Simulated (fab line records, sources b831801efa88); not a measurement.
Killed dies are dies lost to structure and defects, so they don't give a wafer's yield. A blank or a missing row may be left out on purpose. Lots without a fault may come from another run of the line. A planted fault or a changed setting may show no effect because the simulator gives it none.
A struck lot beside a sound one | flow sky130 | 28 steps out of a route of 708
Sound: wafers L110.1, L110.3, L110.4. Struck: wafers L106.1, L106.2, L106.4. The cause comes at the end.
At each step with rows: each side's tool, then ch and its chambers, then its first start. Under that, the readings that differ: sound wafers | struck wafers | difference of the means | sigmas: that difference in standard deviations of wafers without a fault.
alike: readings whose means differ by less than 2 such deviations, and words and numbers that are the same on both sides. not compared: withheld readings, readings that some wafer has no value for, bounds like >300 that may hide the same value, and numbers for which the record gives no deviation and whose values overlap.
The two part at a step that has a row with sigmas, a row that says differs or no value, or rows on one side only. Numbers that don't overlap but have no deviation are shown without sigmas and don't part them. A reading that every wafer of one side lacks parts them only if that side has two wafers or more.

first, 1 step without rows for these wafers: SKY_VT_ADJUST_LVTN_IMPLANT_08.
SKY_VT_ADJUST_LVTN_STRIP_09: strips in O2/N2.
  sound on plasma_asher-02 ch 0,1, day 13 03:24; struck on plasma_asher-01 ch 0,1, day 11 13:53
  reading                     | sound       | struck      | difference | sigmas
  drypump_motor_current_A (A) | 6.4 6.0 6.4 | 5.7 4.9 5.0 | -1.1       | -2
  alike: chamber_pressure_mTorr, oes_product_au, strip_time_to_endpoint_s
  not compared: rf_hours_counter_h
SKY_VT_ADJUST_LVTN_TW_MEAS_10:
  sound on film_metro-02, day 13 03:30; struck on film_metro-02, day 11 13:59
  alike: VT_ADJUST_LVTN_TW
then, 7 steps without rows for these wafers: SKY_VT_ADJUST_LVTN_DEHYDRATE_11 (time 60 s); SKY_VT_ADJUST_LVTN_HMDS_12 (prime time 60 s); SKY_VT_ADJUST_LVTN_COAT_13 (resist thk 1140 nm); SKY_VT_ADJUST_LVTN_SOFTBAKE_14 (time 60 s); SKY_VT_ADJUST_LVTN_EXPOSE_15 (exposes mask HVN STD DERIVED, target cd 600 nm); SKY_VT_ADJUST_LVTN_PEB_16; SKY_VT_ADJUST_LVTN_DEVELOP_17 (develop time 60 s).
SKY_VT_ADJUST_LVTN_OVL_MEAS_18:
  sound on overlay-02, day 14 03:50; struck on overlay-01, day 12 13:49
  alike: VT_ADJUST_LVTN_01_OVL
then, 1 step without rows for these wafers: SKY_VT_ADJUST_LVTN_IMPLANT_19.
SKY_VT_ADJUST_LVTN_STRIP_20: strips in O2/N2.
  sound on plasma_asher-02 ch 0,1, day 14 04:02; struck on plasma_asher-04 ch 0,1, day 12 14:00
  no value came back on the struck wafers for chamber_pressure_mTorr (mTorr), drypump_motor_current_A (A), oes_product_au (a.u.), strip_time_to_endpoint_s (s); on the sound wafers chamber_pressure_mTorr (mTorr) reads 1500.9 1503.0 1499.9
  reading                                             | sound | struck         | difference | sigmas
  model.NOVOLAK_of_VT_ADJUST_LVTN_COAT_13.thk_nm (nm) | 0 0 0 | 1141 1140 1141 | +1141      |
  not compared: rf_hours_counter_h
SKY_VT_ADJUST_LVTN_TW_MEAS_21:
  sound on film_metro-03, day 14 04:08; struck on film_metro-03, day 12 14:06
  alike: VT_ADJUST_LVTN_2_TW
then, 7 steps without rows for these wafers: SKY_VT_ADJUST_NCORE_DEHYDRATE_00 (time 60 s); SKY_VT_ADJUST_NCORE_HMDS_01 (prime time 60 s); SKY_VT_ADJUST_NCORE_COAT_02 (resist thk 1140 nm); SKY_VT_ADJUST_NCORE_SOFTBAKE_03 (time 60 s); SKY_VT_ADJUST_NCORE_EXPOSE_04 (exposes mask LVTN COMPLEMENT THIN, target cd 380 nm); SKY_VT_ADJUST_NCORE_PEB_05; SKY_VT_ADJUST_NCORE_DEVELOP_06 (develop time 60 s).
SKY_VT_ADJUST_NCORE_CD_MEAS_07: target cd 380 nm.
  sound on cd_sem-01, day 15 06:17; struck on cd_sem-01, day 13 14:55
  alike: cd_nm
SKY_VT_ADJUST_NCORE_OVL_MEAS_08:
  sound on overlay-01, day 15 06:25; struck on overlay-02, day 13 15:02
  alike: VT_ADJUST_NCORE_OVL
then, 1 step without rows for these wafers: SKY_VT_ADJUST_NCORE_IMPLANT_09.
SKY_VT_ADJUST_NCORE_STRIP_10: strips in O2/N2.
  sound on plasma_asher-04 ch 0,1, day 15 06:36; struck on plasma_asher-04 ch 0,1, day 13 15:13
  reading                      | sound             | struck            | difference | sigmas
  strip_time_to_endpoint_s (s) | 14.21 14.21 14.19 | 31.31 31.26 31.26 | +17.07     | +99 or more
  alike: chamber_pressure_mTorr, drypump_motor_current_A, oes_product_au
  not compared: rf_hours_counter_h
SKY_VT_ADJUST_NCORE_TW_MEAS_11:
  sound on film_metro-03, day 15 06:42; struck on film_metro-04, day 13 15:19
  reading            | sound             | struck         | difference | sigmas
  VT_ADJUST_NCORE_TW | 217.8 219.3 218.6 | 29.9 30.0 29.9 | -188.6     | -79
then, 1 step without rows for these wafers: SKY_VT_ADJUST_HVTR_DEHYDRATE_00 (time 60 s).
-- the record jumps here: 36 days lie between the struck wafers' starts before and after (it left off in module VT_ADJUST_HVTR and takes up again in module PAD_OPEN, whose first step shown is number 708 of the route) --
SKY_PAD_OPEN_PROBE_99:
  sound on prober-02, day 50 20:59; struck on prober-02, day 49 13:41
  reading                                | sound                         | struck                        | difference | sigmas
  model.etest.nfet_16v.r_on_ohm_um       | 1.398e+04 1.39e+04 1.399e+04  | 1.25e+04 1.25e+04 1.244e+04   | -1.48e+03  |
  model.etest.pfet_16v.r_on_ohm_um       | 1.542e+04 1.489e+04 1.554e+04 | 1.653e+04 1.673e+04 1.679e+04 | +1.400e+03 |
  model.etest.pfet_g5v0d10v5.r_on_ohm_um | 4785 4817 4844                | 6037 6052 6042                | +1228      |
  model.etest.tip_p.rs_ohm_sq            | 6862 6860 6846                | 7571 7627 7630                | +753       |
  model.etest.pfet_01v8.r_on_ohm_um      | 2898 2909 2939                | 3371 3457 3391                | +491       |
  model.etest.tip_p_5v.rs_ohm_sq         | 2866 2881 2858                | 3136 3115 3099                | +248       |
  model.etest.pfet_g5v0d10v5.drive_ua_um | 338.4 335.3 336.7             | 245.3 244.6 247.4             | -91.0      |
  model.etest.sram_nfet_pass.drive_ua_um | 501.9 484.1 494.7             | 552.8 539 541.9               | +51.0      |

WHERE THEY PART
First at SKY_VT_ADJUST_LVTN_STRIP_09; last, within this record, at SKY_VT_ADJUST_NCORE_TW_MEAS_11.

WHY: what the simulator had put in
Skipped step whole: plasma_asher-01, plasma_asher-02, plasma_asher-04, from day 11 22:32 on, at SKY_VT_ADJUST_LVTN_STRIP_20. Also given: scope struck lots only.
